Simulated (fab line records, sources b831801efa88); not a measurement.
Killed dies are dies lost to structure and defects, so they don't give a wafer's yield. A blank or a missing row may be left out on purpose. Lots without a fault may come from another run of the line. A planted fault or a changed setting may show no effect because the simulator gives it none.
fab line records | flow sky130
record lots=13 wafers=39 last_day=50
route steps=708 shown FIELD_ISO@17 PWDE@54 NWELL@67
lots that met no fault: from a run of the same line without faults
start_h: hours from the record's first day to the start of the lot's first wafer shown | wait_h: hours since the lot's step before | " the same as in the row above | L1.1+2: a row that stands for several wafers | - no value, or no start given | * or withheld: withheld | < > ~ a bound
route shown NAME@n: a module of which the file shows steps, and the number in the route of the first | usual: mean/standard deviation of fault-free wafers | same: alike in all rows | chamber/n: place in a boat | sites: the reading at each site | _std_site: their standard deviation | _edge_site: outer sites' mean less inner sites' | radius_mm: how far each site lies from the wafer's centre | mask NAME#n: copy n | behind: the tool/chamber that last shaped the wafer | hold: why the lot was held/for how many hours/how that ended | device: the transistor (n, p or np) that didn't switch | end of line: the same wafers' tests at the end of the route | a step without rows: its recipe alone | killed: dies lost to structure and defects at the first sort, not the wafer's yield | map: a wafer's dies, x killed, . not, _ none there
set.NAME: the setting as run; set.NAME@STEP: as run at that earlier step | model.NAME: the simulator's own value behind a step, which no gauge read
steps of the route over a sample of lots; a table a step, a row a wafer
services: from which hour (start_h, from the record's first day; less than 0 if before it) a tool's chamber was out of use, for how many hours, and why
## steps
# step SKY_FIELD_ISO_STRIP_16
# recipe chemistry=O2/N2 power_w=1400 pressure_mtorr=1500 platen_temp_c=withheld o2_flow_sccm=3000 n2_flow_sccm=300 overash_fraction=0.5
# usual drypump_motor_current_A=5.7/0.43 oes_product_au=0.378/0.0047 strip_time_to_endpoint_s=3.56/0.045
# columns lot.wafer tool chamber start_h wait_h drypump_motor_current_A oes_product_au rf_hours_counter_h strip_time_to_endpoint_s
L426.1 plasma_asher-02 1 39.73 0.0 4.9 0.365 35 3.48
L426.2 " 0 " " 5.5 0.376 35 3.57
L426.5 " 1 " " 4.9 0.379 - 3.50
L428.1 plasma_asher-04 1 51.27 0.0 6.2 0.379 23 3.52
L428.2 " 0 " " 5.8 0.377 23 3.59
L428.5 " 1 " " 6.2 0.372 - 3.51
L429.1 plasma_asher-04 0 55.38 0.0 5.9 0.383 24 3.52
L429.2 " 1 " " 6.2 0.386 24 3.53
L429.5 " 0 " " 5.9 0.370 - 3.52
L430.1 plasma_asher-04 1 60.73 0.0 6.2 0.381 25 3.62
L430.4 " 1 " " 6.2 0.372 - 3.48
L430.6 " 0 " " 5.9 0.376 - 3.60
L432.1 plasma_asher-02 0 74.41 0.0 5.5 0.380 39 3.65
L432.2 " 1 " " 4.9 0.368 39 3.54
L432.5 " 1 " " 4.9 0.380 - 3.52
L440.2 plasma_asher-04 1 115.26 0.0 6.2 0.375 30 3.51
L440.4 " 0 " " 5.9 0.384 - 3.64
L440.6 " 0 " " 5.9 0.376 - 3.67
L441.1 plasma_asher-04 1 120.48 0.0 6.2 0.376 30 3.53
L441.3 " 0 " " 5.9 0.382 - 3.65
L441.5 " 1 " " 6.2 0.381 - 3.53
L442.2 plasma_asher-04 0 122.02 0.0 5.9 0.383 31 3.53
L442.4 " 0 " " 5.9 0.380 - 3.52
L442.5 " 1 " " 6.2 0.375 - 3.48
L443.1 plasma_asher-03 1 130.48 0.0 5.3 0.375 45 3.52
L443.2 " 0 " " 5.5 0.372 45 3.63
L443.3 " 0 " " 5.5 0.375 - 3.52
L444.2 plasma_asher-03 1 133.48 0.0 5.3 0.376 45 3.52
L444.4 " 1 " " 5.3 0.380 - 3.54
L444.5 " 1 " " 5.3 0.382 - 3.54
L445.1 plasma_asher-02 1 137.46 0.0 4.9 0.389 45 3.54
L445.3 " 1 " " 4.9 0.380 - 3.55
L445.5 " 1 " " 4.9 0.385 - 3.53
L446.1 plasma_asher-02 1 142.16 0.0 4.9 0.381 46 3.54
L446.3 " 1 " " 4.9 0.382 - 3.59
L446.5 " 0 " " 5.5 0.375 - 3.58
L447.1 plasma_asher-03 0 152.98 0.0 5.5 0.377 47 3.56
L447.3 " 0 " " 5.5 0.375 - 3.56
L447.4 " 1 " " 5.3 0.379 - 3.52
# step SKY_FIELD_ISO_ETCH_17
# recipe target_depth_a=3420 mask_material=Si3N4 chemistry=HBr/Cl2/O2 target=Si taper_deg=5 icp_w=600 bias_w=150 pressure_mtorr=15 HBr_flow_sccm=150 Cl2_flow_sccm=40 O2_flow_sccm=6 time_s=97.7
# usual drypump_motor_current_A=5.6/0.38 oes_product_au=0.999/0.015 throttle_valve_pct=25.657/0.013
# same time_s=97.7
# columns lot.wafer tool chamber start_h wait_h drypump_motor_current_A oes_product_au rf_hours_counter_h throttle_valve_pct
L426.1 rie_si-02 1 39.83 0.1 6.4 0.986 146 25.665
L426.2 " 2 " " 6.1 0.997 87 25.652
L426.5 " 3 " " 5.2 0.985 - 25.669
L428.1 rie_si-01 2 51.37 0.1 5.1 1.003 101 25.656
L428.2 " 3 " " 5.9 1.030 2 25.642
L428.5 " 3 " " 6.0 1.029 - 25.642
L429.1 rie_si-01 2 55.48 0.1 5.2 1.005 102 25.667
L429.2 " 1 " " 5.6 1.009 120 25.647
L429.5 " 2 " " 5.2 1.004 - 25.645
L430.1 rie_si-02 0 60.83 0.1 5.5 0.980 0 25.676
L430.4 " 2 " " 6.1 0.983 87 25.663
L430.6 " 0 " " 5.5 0.993 - 25.680
L432.1 rie_si-01 1 74.51 0.1 5.6 1.007 120 25.652
L432.2 " 3 " " 5.9 1.013 2 25.650
L432.5 " 3 " " 5.9 1.019 - 25.637
L440.2 rie_si-01 2 115.36 0.1 5.2 1.020 102 25.643
L440.4 " 3 " " 5.9 1.014 2 25.640
L440.6 " 3 " " 5.9 1.031 - 25.639
L441.1 rie_si-02 0 120.58 0.1 5.5 0.987 0 25.668
L441.3 " 2 " " 6.1 0.996 88 25.673
L441.5 " 2 " " 6.1 0.995 - 25.651
L442.2 rie_si-01 2 122.12 0.1 5.2 1.008 102 25.652
L442.4 " 1 " " 5.6 1.001 120 25.669
L442.5 " 1 " " 5.5 1.008 - 25.672
L443.1 rie_si-02 0 130.58 0.1 5.5 0.992 1 25.660
L443.2 " 2 " " 6.1 0.992 88 25.648
L443.3 " 3 " " 5.1 0.987 3 25.671
L444.2 rie_si-01 0 133.58 0.1 5.4 0.993 117 25.649
L444.4 " 1 " " 5.6 1.012 120 25.651
L444.5 " 1 " " 5.6 1.017 - 25.659
L445.1 rie_si-02 1 137.56 0.1 6.3 0.989 0 25.683
L445.3 " 2 " " 6.1 0.998 88 25.650
L445.5 " 0 " " 5.5 0.995 - 25.654
L446.1 rie_si-01 1 142.26 0.1 5.5 1.016 120 25.651
L446.3 " 3 " " 5.9 1.016 2 25.650
L446.5 " 3 " " 5.9 1.019 - 25.630
L447.1 rie_si-01 2 153.08 0.1 5.2 1.010 102 25.645
L447.3 " 0 " " 5.4 0.996 117 25.660
L447.4 " 3 " " 6.0 1.013 2 25.643
# step SKY_PWDE_STRIP_09
# recipe chemistry=O2/N2 power_w=1400 pressure_mtorr=1500 platen_temp_c=withheld o2_flow_sccm=3000 n2_flow_sccm=300 overash_fraction=0.5
# usual drypump_motor_current_A=5.5/0.44 oes_product_au=0.722/0.0045 strip_time_to_endpoint_s=36.57/0.12
# columns lot.wafer tool chamber start_h wait_h drypump_motor_current_A oes_product_au rf_hours_counter_h strip_time_to_endpoint_s
L426.1 plasma_asher-02 1 81.06 0.1 4.9 0.718 39 36.67
L426.2 " 0 " " 5.5 0.717 39 36.72
L426.5 " 1 " " 4.9 0.722 - 36.76
L429.1 plasma_asher-04 0 102.07 0.1 5.8 0.721 28 36.71
L429.2 " 1 " " 6.2 0.717 28 36.64
L429.5 " 1 " " 6.2 0.723 - 36.76
L428.1 plasma_asher-02 1 102.21 0.1 4.9 0.719 41 36.66
L428.2 " 0 " " 5.5 0.721 41 36.57
L428.5 " 0 " " 5.5 0.722 - 36.68
L430.1 plasma_asher-04 1 106.15 0.1 6.2 0.729 29 36.68
L430.4 " 0 " " 5.9 0.719 - 36.77
L430.6 " 1 " " 6.2 0.718 - 36.66
L432.1 plasma_asher-02 0 114.27 0.1 5.5 0.938 43 -
L432.2 " 1 " " 4.9 0.925 43 -
L432.5 " 0 " " 5.5 0.926 - -
L440.2 plasma_asher-01 1 159.40 0.1 5.0 0.717 4 36.50
L440.4 " 1 " " 5.0 0.722 - 36.57
L440.6 " 1 " " 5.0 0.718 - 36.61
L441.1 plasma_asher-04 0 167.20 0.1 5.9 0.722 35 36.71
L441.3 " 0 " " 5.9 0.721 - 36.67
L441.5 " 1 " " 6.2 0.723 - 36.75
L442.2 plasma_asher-02 0 169.32 0.1 5.5 0.718 48 36.26
L442.4 " 1 " " 4.9 0.710 - 36.38
L442.5 " 0 " " 5.5 0.719 - 36.37
L443.1 plasma_asher-02 1 177.82 0.1 4.9 0.724 49 36.46
L443.2 " 0 " " 5.5 0.719 49 36.50
L443.3 " 1 " " 4.9 0.723 - 36.52
L444.2 plasma_asher-02 1 180.00 0.1 4.9 0.719 49 36.59
L444.4 " 0 " " 5.5 0.723 - 36.58
L444.5 " 0 " " 5.5 0.722 - 36.51
L445.1 plasma_asher-04 0 184.50 0.1 5.8 0.720 36 36.41
L445.3 " 1 " " 6.2 0.712 - 36.39
L445.5 " 0 " " 5.9 0.724 - 36.44
L446.1 plasma_asher-01 1 190.70 0.1 5.0 0.724 7 36.63
L446.3 " 0 " " 5.5 0.715 - 36.55
L446.5 " 1 " " 5.0 0.721 - 36.49
L447.1 plasma_asher-02 0 201.57 0.1 5.5 0.724 51 36.47
L447.3 " 1 " " 4.9 0.727 - 36.57
L447.4 " 0 " " 5.5 0.732 - 36.55
# step SKY_NWELL_STRIP_14
# recipe chemistry=O2/N2 power_w=1400 pressure_mtorr=1500 platen_temp_c=withheld o2_flow_sccm=3000 n2_flow_sccm=300 overash_fraction=0.5
# usual drypump_motor_current_A=5.6/0.41 oes_product_au=0.722/0.0047 strip_time_to_endpoint_s=36.90/0.11
# columns lot.wafer tool chamber start_h wait_h drypump_motor_current_A oes_product_au rf_hours_counter_h strip_time_to_endpoint_s
L426.1 plasma_asher-01 0 98.61 0.1 5.5 0.723 44 37.16
L426.2 " 1 " " 5.0 0.721 44 36.99
L426.5 " 0 " " 5.5 0.723 - 37.16
L429.1 plasma_asher-03 0 120.57 0.1 5.5 0.722 44 36.71
L429.2 " 1 " " 5.3 0.719 44 36.81
L429.5 " 0 " " 5.5 0.725 - 36.76
L428.1 plasma_asher-01 1 120.92 0.1 5.0 0.727 0 36.98
L428.2 " 0 " " 5.5 0.726 0 36.86
L428.5 " 0 " " 5.5 0.712 - 36.97
L430.1 plasma_asher-04 1 125.07 0.1 6.2 0.724 31 36.89
L430.4 " 1 " " 6.2 0.722 - 36.83
L430.6 " 0 " " 5.9 0.728 - 36.84
L432.1 plasma_asher-04 0 133.57 0.1 5.8 0.738 32 61.09
L432.2 " 1 " " 6.2 0.725 32 61.24
L432.5 " 0 " " 5.9 0.724 - 61.06
L440.2 plasma_asher-04 0 180.19 0.1 5.9 0.727 36 36.91
L440.4 " 0 " " 5.9 0.714 - 36.84
L440.6 " 0 " " 5.9 0.718 - 36.81
L441.1 plasma_asher-01 1 187.35 0.1 5.0 0.720 7 36.87
L441.3 " 0 " " 5.5 0.728 - 36.84
L441.5 " 1 " " 5.0 0.723 - 36.92
L442.2 plasma_asher-03 1 190.54 0.1 5.3 0.721 51 36.62
L442.4 " 0 " " 5.5 0.710 - 36.82
L442.5 " 0 " " 5.5 0.723 - 36.72
L443.1 plasma_asher-03 1 199.70 0.1 5.2 0.717 52 37.00
L443.2 " 0 " " 5.5 0.719 52 36.99
L443.3 " 1 " " 5.3 0.724 - 37.00
L444.2 plasma_asher-04 0 202.15 0.1 5.8 0.725 38 36.87
L444.4 " 0 " " 5.8 0.719 - 37.01
L444.5 " 1 " " 6.2 0.732 - 36.94
L445.1 plasma_asher-01 1 206.83 0.1 5.0 0.727 9 36.85
L445.3 " 1 " " 5.0 0.723 - 36.77
L445.5 " 1 " " 5.0 0.724 - 36.74
L446.1 plasma_asher-04 0 212.39 0.1 5.9 0.715 39 36.86
L446.3 " 1 " " 6.2 0.724 - 36.87
L446.5 " 0 " " 5.9 0.722 - 36.84
L447.1 plasma_asher-04 0 223.29 0.1 5.9 0.725 40 36.85
L447.3 " 0 " " 5.9 0.725 - 36.80
L447.4 " 1 " " 6.2 0.727 - 36.83
# step SKY_NWELL_TW_MEAS_15
# usual NWELL_TW=1823/18
# columns lot.wafer tool chamber start_h wait_h NWELL_TW
L426.1 film_metro-02 - 98.71 0.1 1837
L426.2 " - " " 1842
L426.5 " - " " 1842
L429.1 film_metro-01 - 120.67 0.1 1816
L429.2 " - " " 1810
L429.5 " - " " 1809
L428.1 film_metro-04 - 121.02 0.1 1805
L428.2 " - " " 1808
L428.5 " - " " 1801
L430.1 film_metro-02 - 125.17 0.1 1838
L430.4 " - " " 1839
L430.6 " - " " 1840
L432.1 film_metro-02 - 133.67 0.1 30
L432.2 " - " " 30
L432.5 " - " " 30
L440.2 film_metro-04 - 180.30 0.1 1819
L440.4 " - " " 1807
L440.6 " - " " 1808
L441.1 film_metro-04 - 187.45 0.1 1818
L441.3 " - " " 1810
L441.5 " - " " 1804
L442.2 film_metro-02 - 190.65 0.1 1862
L442.4 " - " " 1843
L442.5 " - " " 1854
L443.1 film_metro-01 - 199.80 0.1 1822
L443.2 " - " " 1826
L443.3 " - " " 1815
L444.2 film_metro-01 - 202.26 0.1 1827
L444.4 " - " " 1819
L444.5 " - " " 1822
L445.1 film_metro-02 - 206.93 0.1 1846
L445.3 " - " " 1837
L445.5 " - " " 1842
L446.1 film_metro-01 - 212.49 0.1 1815
L446.3 " - " " 1822
L446.5 " - " " 1827
L447.1 film_metro-04 - 223.39 0.1 1808
L447.3 " - " " 1798
L447.4 " - " " 1793
# step SKY_NWELL_OVL_MEAS_23
# usual NWELL_01_OVL=-0.4/1.4
# columns lot.wafer tool chamber start_h wait_h NWELL_01_OVL[nm]
L426.1 overlay-01 - 116.10 - 0.5
L426.2 " - " " 1.8
L426.5 " - " " -2.0
L429.1 overlay-02 - 138.24 - -0.3
L429.2 " - " " 1.3
L429.5 " - " " 0.4
L428.1 overlay-01 - 139.60 - 1.5
L428.2 " - " " -1.4
L428.5 " - " " -0.2
L430.1 overlay-02 - 143.72 - -1.9
L430.4 " - " " -0.9
L430.6 " - " " -1.2
L432.1 overlay-02 - 151.89 - 1.7
L432.2 " - " " -0.4
L432.5 " - " " -0.2
L440.2 overlay-02 - 202.39 - -0.4
L440.4 " - " " -0.7
L440.6 " - " " 0.6
L441.1 overlay-02 - 208.75 - -1.9
L441.3 " - " " -0.2
L441.5 " - " " -0.4
L442.2 overlay-02 - 211.56 - 0.9
L442.4 " - " " -0.6
L442.5 " - " " -1.1
L443.1 overlay-02 - 220.42 - -0.7
L443.2 " - " " 1.5
L443.3 " - " " 0.6
L444.2 overlay-02 - 223.76 - -1.6
L444.4 " - " " 0.5
L444.5 " - " " 0.1
L445.1 overlay-02 - 227.77 - -0.6
L445.3 " - " " -0.2
L445.5 " - " " 1.8
L446.1 overlay-01 - 234.39 - 0.0
L446.3 " - " " -0.5
L446.5 " - " " 2.5
L447.1 overlay-01 - 246.24 - 0.2
L447.3 " - " " 1.1
L447.4 " - " " -1.1
## services
# columns tool chamber start_h hours kind
rie_si-02 0 44.39 - clean
rie_si-02 0 44.39 15.8 scheduled_down
rie_si-02 0 44.39 15.8 vent_cycle
plasma_asher-03 - 44.88 9.9 repair
plasma_asher-02 - 52.89 3.3 repair
rie_si-02 1 95.45 8.2 repair
rie_si-02 1 103.67 - clean
rie_si-02 1 103.67 26.8 scheduled_down
rie_si-02 1 103.67 26.8 vent_cycle
plasma_asher-01 - 108.75 9.0 pm
plasma_asher-01 0 108.75 9.0 vent_cycle
plasma_asher-01 1 108.75 9.0 vent_cycle
plasma_asher-01 0 117.75 - clean
plasma_asher-01 1 117.75 - clean
plasma_asher-04 - 122.35 0.3 repair
plasma_asher-04 - 137.19 0.7 repair
plasma_asher-04 - 196.44 2.8 pm
## key
first_sign step=SKY_PWDE_STRIP_09 reading=oes_product_au direction=up sigmas=46 usual=0.722 struck=0.930
effect step=SKY_NWELL_STRIP_14 reading=strip_time_to_endpoint_s direction=up sigmas=99+ usual=* struck=*
effect step=SKY_NWELL_TW_MEAS_15 reading=NWELL_TW direction=down sigmas=99+ usual=1823 struck=30
met_at SKY_PWDE_STRIP_09
struck_lots L432
sort_left_out L432.1,L432.2,L432.5
tester_left_out L432
not_acting_at SKY_FIELD_ISO_STRIP_16,SKY_FIELD_ISO_ETCH_17,SKY_NWELL_OVL_MEAS_23
onset_between 102.21 114.27
fault kind=strip_aborted tool=plasma_asher-02 chamber=- onset_h=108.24 steps=SKY_PWDE_STRIP_09 offset=0.77636 end_h=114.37
# tester_left_out: of these lots the tester's yield and bins aren't shown, on N5 and GAA mostly nor the transistor test; their killed dies are dies lost to structure and defects alone, not to doping, threshold or leakage, so they don't give the yield
# sort_left_out: the simulated sort isn't trusted on such a fault, so these wafers' sort isn't shown, and their yield isn't known
